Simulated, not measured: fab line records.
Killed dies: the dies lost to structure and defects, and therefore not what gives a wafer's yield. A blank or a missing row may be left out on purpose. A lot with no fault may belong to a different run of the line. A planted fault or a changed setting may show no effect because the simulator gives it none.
Chamber matching :: flow sky130 :: cmp-01 running SKY_VIA4_CMP_21: 4 sister chambers
The step polishes, stops on SiO2, t overpolish 25 s, target thk 0 nm. 14 wafers are shown with their chamber, then 7 later ones without.

WAFERS WITH THEIR CHAMBER
wafer: L160.1
chamber: 2
motor current A (A): 10.8
time to endpoint s (s): 123
overpolish run s (s): 25.007

wafer: L160.2
chamber: 1
motor current A (A): 12.1
time to endpoint s (s): 120
overpolish run s (s): 25.008

wafer: L160.3
chamber: 3
motor current A (A): 9.8
time to endpoint s (s): 118
overpolish run s (s): 24.996

wafer: L162.2
chamber: 3
motor current A (A): 10.2
time to endpoint s (s): 126
overpolish run s (s): 24.997

wafer: L162.3
chamber: 2
motor current A (A): 10.1
time to endpoint s (s): 124
overpolish run s (s): 25.012

wafer: L162.5
chamber: 3
motor current A (A): 10.2
time to endpoint s (s): 125
overpolish run s (s): 25.010

wafer: L165.2
chamber: 0
motor current A (A): 9.6
time to endpoint s (s): 125
overpolish run s (s): 24.988

wafer: L165.3
chamber: 1
motor current A (A): 12.7
time to endpoint s (s): 127
overpolish run s (s): 25.002

wafer: L165.4
chamber: 3
motor current A (A): 10.0
time to endpoint s (s): 123
overpolish run s (s): 24.994

wafer: L166.1
chamber: 1
motor current A (A): 12.2
time to endpoint s (s): 127
overpolish run s (s): 24.989

wafer: L166.2
chamber: 0
motor current A (A): 9.6
time to endpoint s (s): 126
overpolish run s (s): 25.002

wafer: L166.4
chamber: 2
motor current A (A): 10.2
time to endpoint s (s): 122
overpolish run s (s): 24.987

wafer: L167.1
chamber: 1
motor current A (A): 12.3
time to endpoint s (s): 125
overpolish run s (s): 25.002

wafer: L167.4
chamber: 2
motor current A (A): 10.1
time to endpoint s (s): 124
overpolish run s (s): 25.008

SIGNATURES, as means of the wafers listed above
reading: motor current A
chamber 0: 9.600
chamber 1: 12.325
chamber 2: 10.300
chamber 3: 10.050
scatter within a chamber: 0.256

reading: time to endpoint s
chamber 0: 125.50
chamber 1: 124.75
chamber 2: 123.25
chamber 3: 123.00
scatter within a chamber: 2.72

reading: overpolish run s
chamber 0: 24.99500
chamber 1: 25.00025
chamber 2: 25.00350
chamber 3: 24.99925
scatter within a chamber: 0.00909
Rule: distance of a wafer from a chamber = root of the sum over the readings of ((wafer's reading minus chamber's mean) / reading's scatter) squared. If the next closest chamber is less than 2 further off than the closest, the wafer can't be placed; otherwise it belongs to the closest. The scatter: take each reading less its chamber's mean, square it, sum over the shown wafers, divide by the number of wafers less the number of chambers, and take the root.

WAFERS WHOSE CHAMBER IS MISSING
wafer: L167.5
motor current A (A): 11.9
time to endpoint s (s): 124
overpolish run s (s): 24.996

wafer: L168.1
motor current A (A): 9.3
time to endpoint s (s): 128
overpolish run s (s): 24.996

wafer: L168.5
motor current A (A): 12.5
time to endpoint s (s): 121
overpolish run s (s): 24.987

wafer: L168.6
motor current A (A): 9.9
time to endpoint s (s): 125
overpolish run s (s): 25.007

wafer: L172.4
motor current A (A): 12.9
time to endpoint s (s): 123
overpolish run s (s): 24.996

wafer: L172.5
motor current A (A): 9.8
time to endpoint s (s): 122
overpolish run s (s): 25.003

wafer: L172.6
motor current A (A): 10.3
time to endpoint s (s): 133
overpolish run s (s): 24.997

WHICH CHAMBER EACH ONE RAN IN
wafer: L167.5
from the rows above: 1
in truth: 1

wafer: L168.1
from the rows above: can't be placed: 0 or 3
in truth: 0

wafer: L168.5
from the rows above: 1
in truth: 1

wafer: L168.6
from the rows above: can't be placed: 3 or 2 or 0
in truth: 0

wafer: L172.4
from the rows above: 1
in truth: 1

wafer: L172.5
from the rows above: can't be placed: 3 or 0 or 2
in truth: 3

wafer: L172.6
from the rows above: can't be placed: 2 or 3 or 0
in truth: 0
3 of 7 placed correctly. From these rows, 4 cannot be placed; in 4 the true chamber is one of the candidates. Placed wrongly: 0.
